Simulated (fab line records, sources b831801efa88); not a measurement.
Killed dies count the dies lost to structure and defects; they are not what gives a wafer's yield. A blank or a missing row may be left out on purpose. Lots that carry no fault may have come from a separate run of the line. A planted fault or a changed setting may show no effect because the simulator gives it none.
Which tool is to blame? -- flow sky130 -- 11 lots, 33 wafers sampled, at 6 steps of a route of 708

== WHAT THE GAUGES SHOWED, per wafer ==
SKY_RES_XHIGH_TW_MEAS_09. Usual: RES_XHIGH_TW 1637, standard deviation 8.5.
lot,measured,on,RES_XHIGH_TW,flag
L940,day 29 13:25,film-metro-02,1626 1631 1627,
L939,day 29 14:31,film-metro-02,1632 1625 1632,
L943,day 30 06:22,film-metro-01,1644 1632 1648,
L941,day 30 08:31,film-metro-02,1621 1635 1647,
L944,day 30 10:18,film-metro-02,1628 1631 1630,
L946,day 31 04:23,film-metro-04,1640 1641 1633,
L951,day 32 16:12,film-metro-01,1653 1646 1650,
L952,day 32 22:27,film-metro-01,1641 1646 1653,
L953,day 33 02:59,film-metro-04,1640 1633 1642,
L955,day 33 16:28,film-metro-01,1633 1635 1633,
L957,day 34 04:46,film-metro-04,1652 1644 1653,

SKY_LI_CONTACT_THK_MEAS_01. Usual: LI_CONTACT_HDPCVD_THK 930 nm, standard deviation 11.
lot,measured,on,LI_CONTACT_HDPCVD_THK (nm),flag
L940,day 30 17:49,film-metro-02,944 949 941,
L939,day 30 19:17,film-metro-01,921 938 914,
L943,day 31 10:46,film-metro-04,919 925 927,
L941,day 31 13:26,film-metro-02,943 941 936,
L944,day 31 14:38,film-metro-01,911 916 907,
L946,day 32 09:08,film-metro-01,929 912 916,
L951,day 33 20:02,film-metro-01,616 612 603,OFF
L952,day 34 02:05,film-metro-04,927 915 926,
L953,day 34 07:22,film-metro-02,619 616 610,OFF
L955,day 34 20:32,film-metro-01,612 608 614,OFF
L957,day 35 08:43,film-metro-01,908 905 900,

SKY_LI_CONTACT_BOW_MEAS_03. Usual: LI_CONTACT_BOW 56 um, standard deviation 6.8.
lot,measured,on,LI_CONTACT_BOW (um),flag
L940,day 30 18:10,film-metro-01,52 46 47,
L939,day 30 19:38,film-metro-04,54 66 68,
L943,day 31 11:07,film-metro-04,60 65 65,
L941,day 31 13:48,film-metro-02,61 53 49,
L944,day 31 15:01,film-metro-01,56 45 61,
L946,day 32 09:29,film-metro-02,57 62 63,
L951,day 33 20:25,film-metro-04,52 66 59,
L952,day 34 02:28,film-metro-02,55 61 53,
L953,day 34 07:44,film-metro-01,57 46 58,
L955,day 34 20:53,film-metro-04,57 59 56,
L957,day 35 09:05,film-metro-04,53 59 53,

== WHAT TOOL EACH LOT RAN ON (gives the tool, then ch and the chambers of the sampled wafers, and finally the start) ==
lot,SKY_LDD_LDN_STRIP_12,SKY_LI_CONTACT_HDPCVD_00,SKY_LI_CONTACT_CMP_02
L940,"plasma-asher-03 ch 0,1, day 25 22:13","hdpcvd-01 ch 1, day 30 17:39","cmp-02 ch 1,2, day 30 17:55"
L939,"plasma-asher-03 ch 0,1, day 25 23:10","hdpcvd-02 ch 0,2, day 30 19:11","cmp-02 ch 2,3, day 30 19:23"
L943,"plasma-asher-01 ch 0,1, day 26 13:58","hdpcvd-01 ch 1,2, day 31 10:40","cmp-02 ch 0,1, day 31 10:49"
L941,"plasma-asher-04 ch 0,1, day 26 17:31","hdpcvd-01 ch 1,2, day 31 13:20","cmp-02 ch 0,1,2, day 31 13:30"
L944,"plasma-asher-04 ch 0,1, day 26 21:22","hdpcvd-02 ch 0,1, day 31 14:32","cmp-01 ch 0,1,2, day 31 14:47"
L946,"plasma-asher-01 ch 0,1, day 27 15:46","hdpcvd-02 ch 0,2, day 32 09:02","cmp-01 ch 0,3, day 32 09:11"
L951,"plasma-asher-04 ch 0,1, day 29 03:22","hdpcvd-01 ch 0,2, day 33 19:56","cmp-01 ch 1,2,3, day 33 20:05"
L952,"plasma-asher-03 ch 0,1, day 29 10:46","hdpcvd-02 ch 0,2, day 34 01:59","cmp-02 ch 0,1,3, day 34 02:08"
L953,"plasma-asher-03 ch 0,1, day 29 16:50","hdpcvd-01 ch 0,1, day 34 07:14","cmp-01 ch 0,2, day 34 07:24"
L955,"plasma-asher-04 ch 0,1, day 30 06:07","hdpcvd-01 ch 1,2, day 34 20:26","cmp-02 ch 2,3, day 34 20:38"
L957,"plasma-asher-01 ch 0,1, day 30 19:10","hdpcvd-02 ch 0,1, day 35 08:35","cmp-01 ch 0,1, day 35 08:48"
- SKY_LDD_LDN_STRIP_12: strips in O2/N2.
- SKY_LI_CONTACT_HDPCVD_00: deposits PSG, target thk 930 nm, time 155 s.
- SKY_LI_CONTACT_CMP_02: polishes PSG.

== AS READ BY THE TOOLS THEMSELVES (means over the sampled wafers that have a number; for cases with no such wafer, the mark the record gives instead) ==
SKY_LDD_LDN_STRIP_12. Usual: chamber-pressure-mTorr 1500.1 mTorr, standard deviation 1.2; drypump-motor-current-A 5.6 A, standard deviation 0.55; n2-flow-sccm 299.9 sccm, standard deviation 0.84; oes-product-au 0.716 a.u., standard deviation 0.0041; strip-time-to-endpoint-s 14.19 s, standard deviation 0.044.
lot,tool,chamber-pressure-mTorr (mTorr),drypump-motor-current-A (A),n2-flow-sccm (sccm),oes-product-au (a.u.),strip-time-to-endpoint-s (s),flag
L940,plasma-asher-03,1499.8,5.7,300.9,0.715,14.23,
L939,plasma-asher-03,1499.5,5.3,299.5,0.712,14.22,
L943,plasma-asher-01,1500.0,5.5,299.9,0.721,14.13,
L941,plasma-asher-04,1499.1,5.8,299.4,0.715,14.13,
L944,plasma-asher-04,1499.7,5.8,300.2,0.711,14.20,
L946,plasma-asher-01,1500.2,5.5,299.8,0.718,14.20,
L951,plasma-asher-04,1501.5,5.8,299.6,0.716,14.20,
L952,plasma-asher-03,1500.0,5.3,300.3,0.716,14.19,
L953,plasma-asher-03,1501.1,5.3,299.4,0.714,14.21,
L955,plasma-asher-04,1500.3,5.4,299.5,0.717,14.15,
L957,plasma-asher-01,1500.9,5.8,300.4,0.713,14.26,

SKY_LI_CONTACT_HDPCVD_00. Usual: susceptor-temp-C 600.0 C, standard deviation 0.33.
lot,tool,susceptor-temp-C (C),flag
L940,hdpcvd-01,600.1,
L939,hdpcvd-02,599.9,
L943,hdpcvd-01,600.0,
L941,hdpcvd-01,600.0,
L944,hdpcvd-02,600.0,
L946,hdpcvd-02,600.1,
L951,hdpcvd-01,600.4,
L952,hdpcvd-02,599.7,
L953,hdpcvd-01,600.3,
L955,hdpcvd-01,600.0,
L957,hdpcvd-02,600.5,

SKY_LI_CONTACT_CMP_02. Usual: edge-zone-pressure-frac 1.000, standard deviation 0.0053; head-pressure-psi 4.000 psi, standard deviation 0.0091; motor-current-A 11.6 A, standard deviation 1.7; time-to-endpoint-s 33.0 s, standard deviation 2.3.
lot,tool,edge-zone-pressure-frac,head-pressure-psi (psi),motor-current-A (A),time-to-endpoint-s (s),flag
L940,cmp-02,0.994,4.006,13.1,34.7,
L939,cmp-02,0.997,3.992,12.5,36.2,
L943,cmp-02,1.002,4.000,11.1,30.3,
L941,cmp-02,1.002,4.005,12.3,34.8,
L944,cmp-01,1.000,3.998,11.2,32.1,
L946,cmp-01,1.003,4.005,13.1,34.2,
L951,cmp-01,1.002,3.995,10.3,3.2,OFF
L952,cmp-02,0.998,3.994,11.4,31.6,
L953,cmp-01,0.995,3.999,10.3,0.8,OFF
L955,cmp-02,0.996,3.997,12.8,0.2,OFF
L957,cmp-01,0.997,3.992,12.5,28.3,

== THE ANSWER, worked out from the rows above alone ==
Rule: take the mean of a lot's wafers that have a number; if it is more than 3 standard deviations from the usual mean, the lot is off. Also off: a lot with no number at a reading for which 4 or more lots have one. Any other lot the step has rows for is counted as sound. The gauges are gone through in route order, then the tools' own readings, and for those a lot's mean is taken as printed above. The first step at which some lot is off is used, and at that step the reading that is off furthest; a lot without a number counts as furthest.
Off: L951, L953, L955, seen at SKY_LI_CONTACT_THK_MEAS_01 (LI_CONTACT_HDPCVD_THK).
A tool fits if, at a process step before that reading, it ran every lot that is off, and no sound lot after the first of them. The gauges at SKY_LI_CONTACT_THK_MEAS_01 aren't tried: what is off there is off at SKY_LI_CONTACT_CMP_02 too, on other tools, and a gauge's error can't cause that. One candidate fits, namely hdpcvd-01 at SKY_LI_CONTACT_HDPCVD_00. Its last sound lot is L941 (day 31 13:20), its first lot that is off L951 (day 33 19:56): a fault that began between those two fits.

== WHAT THE SIMULATOR PUT IN ==
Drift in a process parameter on hdpcvd-01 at SKY_LI_CONTACT_HDPCVD_00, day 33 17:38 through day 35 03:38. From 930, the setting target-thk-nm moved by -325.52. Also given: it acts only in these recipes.
Struck lots among those shown: L951, L953, L955. The same result came from the rule above.
